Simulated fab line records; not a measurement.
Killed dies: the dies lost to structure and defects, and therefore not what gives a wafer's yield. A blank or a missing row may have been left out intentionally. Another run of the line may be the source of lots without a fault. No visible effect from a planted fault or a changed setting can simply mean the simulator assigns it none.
Which of the tools did it? / flow sky130 / Sampling: 7 lots, 21 wafers, 5 of 708 route steps

== WHAT EACH GAUGE READ, for each wafer ==
SKY_PAD_OPEN_BOW_MEAS_13.
lot=L344; measured=day 47 20:13; on=filmMetro-01; PAD_OPEN_BOW (um)=33 33 44
lot=L349; measured=day 48 08:30; on=filmMetro-01; PAD_OPEN_BOW (um)=52 35
lot=L356; measured=day 48 17:13; on=filmMetro-03; PAD_OPEN_BOW (um)=50 47 61
lot=L357; measured=day 52 04:56; on=filmMetro-03; PAD_OPEN_BOW (um)=58 51 67
lot=L363; measured=day 52 15:49; on=filmMetro-03; PAD_OPEN_BOW (um)=49 43 49
lot=L364; measured=day 52 17:22; on=filmMetro-03; PAD_OPEN_BOW (um)=43 46 31
lot=L362; measured=day 52 20:05; on=filmMetro-03; PAD_OPEN_BOW (um)=50 39 44

== TOOL THAT RAN EACH LOT (tool first, then ch and the chambers of the sampled wafers, then the start) ==
lot=L344; SKY_METAL5_DESCUM_14=rieMetal-03 ch 0, day 45 19:54; SKY_PASSIVATION_CVD_02=pecvd-03 ch 0,1,2, day 45 21:35; SKY_PASSIVATION_ETCH_11=rieDiel-02 ch 0,1,3, day 46 19:39; SKY_PASSIVATION_STRIP_12=plasmaAsher-01 ch 0,1, day 46 19:45
lot=L349; SKY_METAL5_DESCUM_14=rieMetal-01 ch 0,1, day 46 10:40; SKY_PASSIVATION_CVD_02=pecvd-04 ch 0,2, day 46 11:37; SKY_PASSIVATION_ETCH_11=rieDiel-02 ch 0,2,3, day 47 08:34; SKY_PASSIVATION_STRIP_12=plasmaAsher-04 ch 0,1, day 47 08:41
lot=L356; SKY_METAL5_DESCUM_14=rieMetal-03 ch 0,1, day 46 18:11; SKY_PASSIVATION_CVD_02=pecvd-02 ch 0,1,2, day 46 19:35; SKY_PASSIVATION_ETCH_11=rieDiel-01 ch 1,2, day 47 18:04; SKY_PASSIVATION_STRIP_12=plasmaAsher-01 ch 0,1, day 47 18:13
lot=L357; SKY_METAL5_DESCUM_14=rieMetal-01 ch 0,1, day 50 14:43; SKY_PASSIVATION_CVD_02=pecvd-03 ch 0,1, day 50 15:40; SKY_PASSIVATION_ETCH_11=rieDiel-04 ch 0,1,3, day 51 08:46; SKY_PASSIVATION_STRIP_12=plasmaAsher-01 ch 1, day 51 08:53
lot=L363; SKY_METAL5_DESCUM_14=rieMetal-03 ch 1, day 51 02:37; SKY_PASSIVATION_CVD_02=pecvd-04 ch 1,2, day 51 03:50; SKY_PASSIVATION_ETCH_11=rieDiel-02 ch 2,3, day 51 21:01; SKY_PASSIVATION_STRIP_12=plasmaAsher-04 ch 0, day 51 21:08
lot=L364; SKY_METAL5_DESCUM_14=rieMetal-01 ch 0,1, day 51 03:40; SKY_PASSIVATION_CVD_02=pecvd-03 ch 0,2, day 51 04:43; SKY_PASSIVATION_ETCH_11=rieDiel-02 ch 1,2,3, day 51 22:18; SKY_PASSIVATION_STRIP_12=plasmaAsher-04 ch 0,1, day 51 22:23
lot=L362; SKY_METAL5_DESCUM_14=rieMetal-02 ch 0,1, day 51 06:27; SKY_PASSIVATION_CVD_02=pecvd-02 ch 0,2, day 51 07:25; SKY_PASSIVATION_ETCH_11=rieDiel-04 ch 0,3, day 52 00:36; SKY_PASSIVATION_STRIP_12=plasmaAsher-02 ch 0,1, day 52 00:43
- SKY_METAL5_DESCUM_14: chemistry O2, time 11 s.
- SKY_PASSIVATION_CVD_02: deposits Si3N4, target thk 540 nm.
- SKY_PASSIVATION_ETCH_11: etches the open film in CF4/O2, stops on AlCu, target depth 725 nm, time 161.1 s.
- SKY_PASSIVATION_STRIP_12: strips in O2/N2.

== THE ANSWER, worked out from the rows above alone ==
Rule: the lots themselves supply what counts as usual. The widest of any qualifying gaps counts: lots, ordered by their means at a reading, are off when they make up no more than a third of the lots, leave a main group of 4 or more, and stand apart from it by 3 or more times the standard deviation of that group's means. A main group whose means are all the same, to the digits that the tables above print for the reading, isn't used. Also off: a lot with no number at a reading for which 4 or more lots have one. The other lots that the step has rows for count as sound.
No lot is off on any of the readings shown, so nothing can be concluded from this.

== WHAT WAS PUT IN BY THE SIMULATOR ==
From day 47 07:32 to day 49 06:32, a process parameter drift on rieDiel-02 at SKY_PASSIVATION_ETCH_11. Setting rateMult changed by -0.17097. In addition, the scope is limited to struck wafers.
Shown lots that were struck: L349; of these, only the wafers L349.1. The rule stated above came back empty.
